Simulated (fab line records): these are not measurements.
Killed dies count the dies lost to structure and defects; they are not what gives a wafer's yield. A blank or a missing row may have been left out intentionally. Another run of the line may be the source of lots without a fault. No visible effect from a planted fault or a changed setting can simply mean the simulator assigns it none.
The tool behind it: which one? + flow sky130 + Sampling: 12 lots, 36 wafers, 5 of 708 route steps

WHAT THE GAUGES READ, wafer by wafer
SKY_CONTACT_THK_MEAS_01.
| lot  | measured     | on            | CONTACT_CVD_00_THK (nm) |
|------|--------------|---------------|-------------------------|
| L452 | day 29 23:37 | film-metro-04 | 72.9 73.2 73.8          |
| L453 | day 30 18:25 | film-metro-04 | 75.8 76.1 76.6          |
| L454 | day 31 05:28 | film-metro-04 | 75.2 74.6 76.1          |
| L455 | day 31 15:31 | film-metro-03 | 75.7 76.9 77.3          |
| L457 | day 32 00:38 | film-metro-03 | 74.0 76.0 74.8          |
| L458 | day 32 08:33 | film-metro-03 | 75.3 74.0 76.1          |
| L462 | day 34 02:41 | film-metro-02 | 75.9 76.3 75.8          |
| L466 | day 35 03:48 | film-metro-03 | 73.1 74.8 74.8          |
| L467 | day 35 14:41 | film-metro-02 | 75.1 76.2 75.6          |
| L470 | day 36 13:10 | film-metro-02 | 75.3 74.7 75.8          |
| L474 | day 37 11:02 | film-metro-04 | 75.3 75.8 76.3          |
| L475 | day 38 07:09 | film-metro-02 | 75.2 76.4 75.5          |

SKY_CONTACT_THK_MEAS_26: measures by xrf.
| lot  | measured     | on            | CONTACT_W_THK (nm) |
|------|--------------|---------------|--------------------|
| L452 | day 31 04:53 | film-metro-02 | 351 348 345        |
| L453 | day 31 23:45 | film-metro-04 | 336 340 342        |
| L454 | day 32 11:16 | film-metro-04 | 334 343 331        |
| L455 | day 32 20:43 | film-metro-04 | 345 346 341        |
| L457 | day 33 06:06 | film-metro-04 | 340 338 339        |
| L458 | day 33 14:13 | film-metro-02 | 348 349 342        |
| L462 | day 35 06:46 | film-metro-04 | 343 344 343        |
| L466 | day 36 07:48 | film-metro-03 | 345 344 347        |
| L467 | day 36 18:09 | film-metro-02 | 339 339 345        |
| L470 | day 37 16:54 | film-metro-02 | 344 345 345        |
| L474 | day 38 14:28 | film-metro-04 | 338 342 336        |
| L475 | day 39 10:12 | film-metro-04 | 347 340 342        |

TOOL THAT RAN EACH LOT (tool first, then ch and the chambers of the sampled wafers, then the start)
| lot  | SKY_POLY_CUT_COAT_03              | SKY_POLY_CUT_STRIP_12                | SKY_SD_N_STRIP_11                    |
|------|-----------------------------------|--------------------------------------|--------------------------------------|
| L452 | litho-track-02 ch 0, day 23 03:00 | plasma-asher-04 ch 0,1, day 23 18:48 | plasma-asher-04 ch 0,1, day 27 10:50 |
| L453 | litho-track-02 ch 0, day 23 22:00 | plasma-asher-04 ch 0,1, day 24 13:25 | plasma-asher-04 ch 0,1, day 28 05:29 |
| L454 | litho-track-03 ch 0, day 24 11:00 | plasma-asher-01 ch 0,1, day 25 02:41 | plasma-asher-04 ch 0,1, day 28 17:38 |
| L455 | litho-track-02 ch 0, day 24 22:00 | plasma-asher-04 ch 0,1, day 25 13:42 | plasma-asher-04 ch 0,1, day 29 03:20 |
| L457 | litho-track-02 ch 0, day 25 07:00 | plasma-asher-04 ch 0,1, day 25 23:38 | plasma-asher-02 ch 0,1, day 29 14:02 |
| L458 | litho-track-02 ch 0, day 25 17:00 | plasma-asher-04 ch 1, day 26 07:38   | plasma-asher-02 ch 0, day 29 22:14   |
| L462 | litho-track-03 ch 0, day 27 11:00 | plasma-asher-02 ch 0,1, day 28 02:00 | plasma-asher-04 ch 1, day 31 15:26   |
| L466 | litho-track-03 ch 0, day 28 16:00 | plasma-asher-04 ch 0,1, day 29 06:44 | plasma-asher-03 ch 0,1, day 32 18:41 |
| L467 | litho-track-03 ch 0, day 29 03:00 | plasma-asher-04 ch 1, day 29 17:57   | plasma-asher-03 ch 0,1, day 33 04:50 |
| L470 | litho-track-02 ch 0, day 30 02:00 | plasma-asher-01 ch 0,1, day 30 16:30 | plasma-asher-03 ch 0,1, day 34 03:41 |
| L474 | litho-track-02 ch 0, day 31 03:00 | plasma-asher-04 ch 0,1, day 31 17:21 | plasma-asher-04 ch 0,1, day 35 02:35 |
| L475 | litho-track-03 ch 0, day 32 01:00 | plasma-asher-01 ch 0,1, day 32 14:15 | plasma-asher-03 ch 0,1, day 35 23:43 |
- SKY_POLY_CUT_COAT_03: resist thk 450 nm.
- SKY_POLY_CUT_STRIP_12: strips in O2/N2.
- SKY_SD_N_STRIP_11: strips in O2/N2.

WHAT THE TOOLS THEMSELVES READ (means of the sampled wafers that have a number; where no wafer has one, the mark that the record gives instead)
SKY_POLY_CUT_COAT_03.
| lot  | tool           | spin-speed-rpm (rpm) |
|------|----------------|----------------------|
| L452 | litho-track-02 | 3001.2               |
| L453 | litho-track-02 | 3000.0               |
| L454 | litho-track-03 | 2998.6               |
| L455 | litho-track-02 | 3001.8               |
| L457 | litho-track-02 | 2999.9               |
| L458 | litho-track-02 | 2997.0               |
| L462 | litho-track-03 | 3000.5               |
| L466 | litho-track-03 | 2943.7               |
| L467 | litho-track-03 | 2946.0               |
| L470 | litho-track-02 | 2998.7               |
| L474 | litho-track-02 | 3001.1               |
| L475 | litho-track-03 | 2999.4               |

SKY_POLY_CUT_STRIP_12.
| lot  | tool            | drypump-motor-current-A (A) | oes-product-au (a.u.) | strip-time-to-endpoint-s (s) |
|------|-----------------|-----------------------------|-----------------------|------------------------------|
| L452 | plasma-asher-04 | 5.1                         | 0.452                 | 5.349                        |
| L453 | plasma-asher-04 | 5.1                         | 0.452                 | 5.355                        |
| L454 | plasma-asher-01 | 5.9                         | 0.452                 | 5.383                        |
| L455 | plasma-asher-04 | 5.2                         | 0.451                 | 5.342                        |
| L457 | plasma-asher-04 | 5.3                         | 0.452                 | 5.375                        |
| L458 | plasma-asher-04 | 4.9                         | 0.451                 | 5.357                        |
| L462 | plasma-asher-02 | 5.4                         | 0.448                 | 5.343                        |
| L466 | plasma-asher-04 | 5.2                         | 0.451                 | 5.404                        |
| L467 | plasma-asher-04 | 4.9                         | 0.456                 | 5.400                        |
| L470 | plasma-asher-01 | 6.0                         | 0.453                 | 5.357                        |
| L474 | plasma-asher-04 | 5.2                         | 0.454                 | 5.347                        |
| L475 | plasma-asher-01 | 6.0                         | 0.452                 | 5.372                        |

SKY_SD_N_STRIP_11.
| lot  | tool            | drypump-motor-current-A (A) | oes-product-au (a.u.) | strip-time-to-endpoint-s (s) |
|------|-----------------|-----------------------------|-----------------------|------------------------------|
| L452 | plasma-asher-04 | 5.11                        | 0.524                 | 22.60                        |
| L453 | plasma-asher-04 | 5.10                        | 0.530                 | 22.51                        |
| L454 | plasma-asher-04 | 5.27                        | 0.526                 | 22.58                        |
| L455 | plasma-asher-04 | 5.12                        | 0.519                 | 22.58                        |
| L457 | plasma-asher-02 | 5.34                        | 0.528                 | 22.60                        |
| L458 | plasma-asher-02 | 5.31                        | 0.529                 | 22.52                        |
| L462 | plasma-asher-04 | 4.93                        | 0.532                 | 22.60                        |
| L466 | plasma-asher-03 | 5.49                        | 0.527                 | 22.60                        |
| L467 | plasma-asher-03 | 5.43                        | 0.525                 | 22.61                        |
| L470 | plasma-asher-03 | 5.51                        | 0.532                 | 22.59                        |
| L474 | plasma-asher-04 | 5.11                        | 0.522                 | 22.49                        |
| L475 | plasma-asher-03 | 5.49                        | 0.527                 | 22.60                        |

THE ANSWER, worked out from the rows above alone
Rule: the usual values come from the lots themselves. The widest of any qualifying gaps counts: lots, ordered by their means at a reading, are off when they make up no more than a third of the lots, leave a main group of 4 or more, and stand apart from it by 3 or more times the standard deviation of that group's means. A main group is skipped when, at the precision printed for the reading in the tables above, its means are all equal. A lot without any number at a reading at which 4 lots or more have one is off too. Any other lot the step has rows for is counted as sound. First the gauges in route order, then the tools' own readings, where a lot's mean is used as printed above. At the first step where some lot is off, the reading lying furthest off is the one used; lots without a number count as furthest.
Off: L466, L467, at SKY_POLY_CUT_COAT_03 (spin-speed-rpm). Mean 2999.8 rpm and standard deviation 1.4 in the main group.
A tool fits if, at that step or a process step before it, it ran every lot that is off, and no sound lot after the first of them. Of those tried, none fits.

WHAT HAD BEEN PUT IN BY THE SIMULATOR
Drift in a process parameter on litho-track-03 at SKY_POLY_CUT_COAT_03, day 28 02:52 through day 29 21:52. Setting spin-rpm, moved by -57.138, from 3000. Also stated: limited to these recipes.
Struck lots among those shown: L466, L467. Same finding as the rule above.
